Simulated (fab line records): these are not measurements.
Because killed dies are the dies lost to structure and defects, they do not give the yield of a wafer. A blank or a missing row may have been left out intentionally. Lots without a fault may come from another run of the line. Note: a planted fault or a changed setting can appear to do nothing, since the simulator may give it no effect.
Comparing a struck lot with a sound one | flow sky130 | 43 steps out of a route of 708
Sound: the wafers L114.2, L114.5, L114.6. The struck wafers were L121.1, L121.2, L121.3. Last of all comes the cause.
Per side, at each step with rows, come the tool, then ch with its chambers, and then its first start. Under that, the readings that differ: sound wafers | struck wafers | difference of the means | sigmas: that difference in standard deviations of wafers without a fault.
alike: readings with means less than 2 such deviations apart, plus words and numbers identical on both sides. not compared: withheld readings, readings lacking a value on some wafer, bounds such as >300 that could conceal the same value, and numbers that have no deviation in the record and whose values overlap.
Wherever a step has rows on one side only, a row that says differs or no value, or a row with sigmas, the two part there. Numbers that have no deviation but don't overlap get no sigmas and don't part them. A reading missing from all wafers of one side parts the sides only when that side holds two or more wafers.

first, 4 steps without rows for these wafers: SKY_VIA2_CLEAN_18 (cleans in IPA, time 180 s); SKY_VIA2_CLEAN_19 (cleans in O3/DIW); SKY_VIA2_SPUTTER_20 (material TiN, target thk 20 nm, time 80 s); SKY_VIA2_CVD_21 (deposits W, target thk 420 nm, time 126.4 s).
SKY_VIA2_RS_MEAS_22: the measuring method here is four-point-probe.
  sound on film metro-03 at day 37 00:45; struck on film metro-03 at day 39 02:57
  alike: VIA2_W_RS
SKY_VIA2_THK_MEAS_23: measures by xrf.
  sound on film metro-03 at day 37 00:52; struck on film metro-03 at day 39 03:04
  alike: VIA2_W_THK
then, 1 step without rows for these wafers: SKY_VIA2_CMP_24 (polishes, stops on SiO2, t overpolish 20 s, target thk 0 nm).
SKY_METAL3_SPUTTER_00: material Ti, target thk 15 nm, time 10 s.
  sound on pvd sputter-04 at day 37 01:13; struck on pvd sputter-04 at day 39 03:29
  alike: throttle valve pct
then, 2 steps without rows for these wafers: SKY_METAL3_SPUTTER_01 (material TiN, target thk 20 nm, time 16.7 s); SKY_METAL3_SPUTTER_02 (material AlCu, target thk 735 nm, time 39.1 s).
SKY_METAL3_SPUTTER_03: material Ti, target thk 5 nm, time 3.3 s.
  sound on pvd sputter-04 at day 37 01:17; struck on pvd sputter-04 at day 39 03:35
  alike: throttle valve pct
then, 1 step without rows for these wafers: SKY_METAL3_SPUTTER_04 (material TiN, target thk 70 nm, time 58.3 s).
SKY_CAPM_CVD_00: deposits SiO2, target thk 15.5 nm.
  sound on pecvd-02 ch 1,2, day 37 01:22; struck on pecvd-04 ch 0,1,2, day 39 03:39
  alike: heater power w, susceptor temp C
SKY_CAPM_THK_MEAS_01:
  sound on film metro-01 at day 37 01:23; struck on film metro-02 at day 39 03:40
  alike: CAPM_CVD_00_THK
SKY_CAPM_SPUTTER_02: material TiN, target thk 200 nm, time 166.7 s.
  sound on pvd sputter-03 at day 37 01:26; struck on pvd sputter-03 at day 39 03:44
  alike: susceptor temp C, throttle valve pct
SKY_CAPM_RS_MEAS_03: the measuring method here is four-point-probe.
  sound on film metro-02 at day 37 01:34; struck on film metro-04 at day 39 03:50
  reading              | sound          | struck         | difference | sigmas
  CAPM_TIN_RS (ohm/sq) | 7.03 6.98 7.06 | 6.82 6.93 6.94 | -0.13      | -2
SKY_CAPM_THK_MEAS_04: measures by xrf.
  sound on film metro-02 at day 37 01:41; struck on film metro-04 at day 39 03:58
  reading           | sound             | struck            | difference | sigmas
  CAPM_TIN_THK (nm) | 193.9 195.5 194.0 | 202.1 199.1 198.4 | +5.4       | +2
then, 7 steps without rows for these wafers: SKY_CAPM_DEHYDRATE_05 (time 60 s); SKY_CAPM_HMDS_06 (prime time 60 s); SKY_CAPM_COAT_07 (resist thk 1140 nm); SKY_CAPM_SOFTBAKE_08 (time 60 s); SKY_CAPM_EXPOSE_09 (exposes mask CAPM, target cd 1000 nm); SKY_CAPM_PEB_10; SKY_CAPM_DEVELOP_11 (develop time 60 s).
SKY_CAPM_OVL_MEAS_12:
  sound on overlay-02 at day 38 03:20; struck on overlay-01 at day 40 04:17
  alike: CAPM_OVL
SKY_CAPM_METAL_ETCH_13: etches TiN in Cl2/BCl3, stops on SiO2, target depth 220 nm, time 62.9 s.
  sound on rie metal-04 ch 0,1, day 38 03:22; struck on rie metal-03 ch 0,1, day 40 04:19
  reading               | sound             | struck            | difference | sigmas
  oes product au (a.u.) | 0.932 0.929 0.928 | 0.954 0.946 0.937 | +0.016     | +3
  alike: drypump motor current A, throttle valve pct
  not compared: rf hours counter h
then, 12 steps without rows for these wafers: SKY_CAPM_STRIP_14 (strips in O2/N2); SKY_CAPM_STRIP_15 (strips in post etch residue remover, time 1200 s); SKY_CAPM_CLEAN_16 (cleans in IPA, time 180 s); SKY_CAPM_CLEAN_17 (cleans in O3/DIW); SKY_METAL3_DEHYDRATE_05 (time 60 s); SKY_METAL3_HMDS_06 (prime time 60 s); SKY_METAL3_COAT_07 (resist thk 60 nm); SKY_METAL3_COAT_08 (resist thk 1140 nm); SKY_METAL3_SOFTBAKE_09 (time 90 s); SKY_METAL3_EXPOSE_10 (exposes mask MM3, target cd 300 nm); SKY_METAL3_PEB_11; SKY_METAL3_DEVELOP_12 (develop time 60 s).
SKY_METAL3_CD_MEAS_13 targets a cd of 300 nm.
  sound on cd sem-02 at day 39 04:56; struck on cd sem-02 at day 41 04:56
  reading    | sound             | struck            | difference | sigmas
  cd nm (nm) | 297.5 298.7 297.7 | 302.8 302.5 301.6 | +4.3       | +3
SKY_METAL3_OVL_MEAS_14:
  sound on overlay-02 at day 39 05:03; struck on overlay-02 at day 41 05:03
  alike: METAL3_OVL
then, 1 step without rows for these wafers: SKY_METAL3_DESCUM_15 (chemistry O2, time 8 s).
SKY_METAL3_ETCH_16: etches BARC in N2/H2, stops on SiO2, time 88.2 s, target depth 60 nm.
  sound on rie metal-03 ch 1, day 39 05:11; struck on rie metal-02 ch 0,1, day 41 05:07
  reading                     | sound       | struck      | difference | sigmas
  drypump motor current A (A) | 6.8 6.7 6.8 | 6.1 5.4 5.4 | -1.1       | -3
  alike: h2 flow sccm, oes product au, throttle valve pct
  not compared: rf hours counter h
-- the record jumps here: 7 days lie between the struck wafers' starts before and after (it left off in module METAL3 and takes up again in module PAD_OPEN, whose first step shown is number 708 of the route) --
SKY_PAD_OPEN_PROBE_99:
  sound on prober-01 at day 46 05:38; struck on prober-02 at day 47 22:47
  reading                               | sound              | struck            | difference | sigmas
  defect limited yield (%)              | 82.3 83.9 82.9     | 77.8 73.8 73.2    | -8.1       | -4
  killed at other                       | 0 0 0              | 20 43 43          | +35        | +74
  killed dies                           | 87 79 84           | 109 129 132       | +40        | +4
  sort_bin_3_pad_short (%)              | 1.0 0.2 1.4        | 2.0 2.0 2.0       | +1.1       | +3
  sort_bin_5_function (%)               | 9.6 8.7 10.0       | 13.6 16.3 15.4    | +5.7       | +4
  sort n pass                           | 405 413 408        | 383 363 360       | -40        | -4
  sort yield pct (%)                    | 82.3 83.9 82.9     | 77.8 73.8 73.2    | -8.1       | -4
  model.etest.tester.sort n pass        | 405 413 408        | 383 363 360       | -40        |
  model.etest.tester.sort yield pct (%) | 82.32 83.94 82.93  | 77.85 73.78 73.17 | -8.13      |
  model.etest.tester.sort_bin_5_pct (%) | 9.553 8.74 9.959   | 13.62 16.26 15.45 | +5.69      |
  model.etest.tester.sort_bin_3_pct (%) | 1.016 0.2033 1.423 | 2.033 2.033 2.033 | +1.152     |
  alike: killed_at_M0_to_M3, killed_at_M4_up, killed at contacts, killed at front end, killed open, killed short, sort_bin_6_memory

## WHERE THEY PART
At SKY_CAPM_RS_MEAS_03 first; at SKY_PAD_OPEN_PROBE_99 last (within this record only).

WHY: what the simulator had put in
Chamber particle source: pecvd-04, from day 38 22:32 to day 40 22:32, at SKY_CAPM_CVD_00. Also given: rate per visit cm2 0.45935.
